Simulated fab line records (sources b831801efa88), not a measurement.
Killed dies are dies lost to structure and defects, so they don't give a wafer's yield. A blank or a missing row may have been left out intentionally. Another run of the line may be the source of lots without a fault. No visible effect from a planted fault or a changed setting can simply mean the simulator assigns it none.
Struck lot and sound lot, side by side ; flow gf180mcu ; 28 out of 602 route steps
Sound: the wafers L643.1, L643.2, L643.5. Struck: wafer L657.3. (L657.1, L657.4 of the same lot were not struck and are left out.) The cause comes at the end.
Each step with rows lists, per side, the tool, then ch with its chambers, then its first start. Under that, the readings that differ: sound wafers ; struck wafers ; difference of the means ; sigmas: that difference in standard deviations of wafers without a fault.
alike: same words and numbers on both sides, and readings whose means sit less than 2 such deviations apart. not compared: any withheld reading, any reading some wafer has no value for, any bound like >300 that may hide the same value, and any number with overlapping values for which the record gives no deviation.
Wherever a step has rows on one side only, a row that says differs or no value, or a row with sigmas, the two part there. When numbers do not overlap yet have no deviation, they are printed without sigmas and do not part them. Lack of a reading on every wafer of one side parts them only where that side has two or more wafers.

first, 8 steps without rows for these wafers: GF_M2_PEB_12 (peb time 90 s); GF_M2_DEVELOP_13 (develop time 60 s); GF_M2_METAL_ETCH_16 (etches the open film in Cl2/BCl3, stops on SiO2, target depth 750.8 nm, time 125.1 s); GF_M2_STRIP_17 (strips in O2/N2); GF_M2_STRIP_18 (strips in post etch residue remover, time 1200 s); GF_M2_CLEAN_19 (cleans in DIW); GF_V2_CVD_00 (deposits SiO2, target thk 600 nm, time 100 s); GF_V2_CVD_02 (deposits SiO2 from TEOS, target thk 850 nm, time 94.851 s).
GF_V2_CMP_04: polishes SiO2.
  sound on cmp-02 ch 1,2,3, day 20 02:29; struck on cmp-02 ch 2, day 25 11:59
reading;sound;struck;difference;sigmas
time_to_endpoint_s (s);88 81 76;99;+17;+3
model.SiO2_of_V2_CVD_02.thk_nm (nm);633.9 631.4 631.8;705.6;+73.2;
  alike: motor_current_A, platen_rpm
GF_V2_BOW_MEAS_05:
  sound on film_metro-04, day 20 02:47; struck on film_metro-03, day 25 12:45
  not compared: hold, V2_BOW
then, 8 steps without rows for these wafers: GF_V2_HMDS_07 (prime time 60 s); GF_V2_COAT_08; GF_V2_COAT_09 (resist thk 1000 nm); GF_V2_SOFTBAKE_10 (time 60 s); GF_V2_EXPOSE_11 (exposes mask Via2, target cd 260 nm); GF_V2_PEB_12 (peb time 90 s); GF_V2_DEVELOP_13 (develop time 60 s); GF_V2_ETCH_16 (etches BARC in N2/H2).
GF_V2_ETCH_17: etches SiO2 in C4F8/O2/Ar, stops on TiN, target depth 630 nm.
  sound: rie_diel-03 ch 0,1,3; struck: rie_diel-01 ch 1
reading;sound;struck;difference;sigmas
oes_product_au (a.u.);0.868 0.851 0.849;0.913;+0.057;+12
model.etch.depth_nm (nm);633.9 631.4 631.8;705.6;+73.2;
model.V2.feature_depth_nm (nm);633.9 631.4 631.8;705.6;+73.2;
then, 6 steps without rows for these wafers: GF_V2_STRIP_18 (strips in O2/N2); GF_V2_STRIP_19 (strips in post etch residue remover, time 1200 s); GF_V2_CLEAN_20 (cleans in DIW); GF_V2_SPUTTER_21 (material Ti, target thk 15 nm, time 80.02 s); GF_V2_SPUTTER_22 (material TiN, target thk 10 nm, time 40 s); GF_V2_CVD_23 (deposits W, target thk 350 nm, time 104.94 s).
GF_V2_CMP_26: polishes, stops on SiO2, t overpolish 15 s, target thk 0 nm.
  sound on cmp-01 ch 0,2,3, day 21 04:02; struck on cmp-02 ch 2, day 26 10:35
reading;sound;struck;difference;sigmas
model.SiO2_of_V2_CVD_02.thk_nm (nm);630.1 627.6 628;701.8;+73.2;
  alike: motor_current_A, platen_rpm
then, 2 steps without rows for these wafers: GF_M3_SPUTTER_00 (material Ti, target thk 37.5 nm, time 150 s); GF_PASSIVATION_PROBE_99.

## WHERE THEY PART
First at GF_V2_CMP_04; last, within this record, at GF_V2_ETCH_17. Later steps at which nothing parts them and some readings are alike: GF_V2_CMP_26.

WHY: the cause the simulator had injected
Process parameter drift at GF_V2_CMP_04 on cmp-02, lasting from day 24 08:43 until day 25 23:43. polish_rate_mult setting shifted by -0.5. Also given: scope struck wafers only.
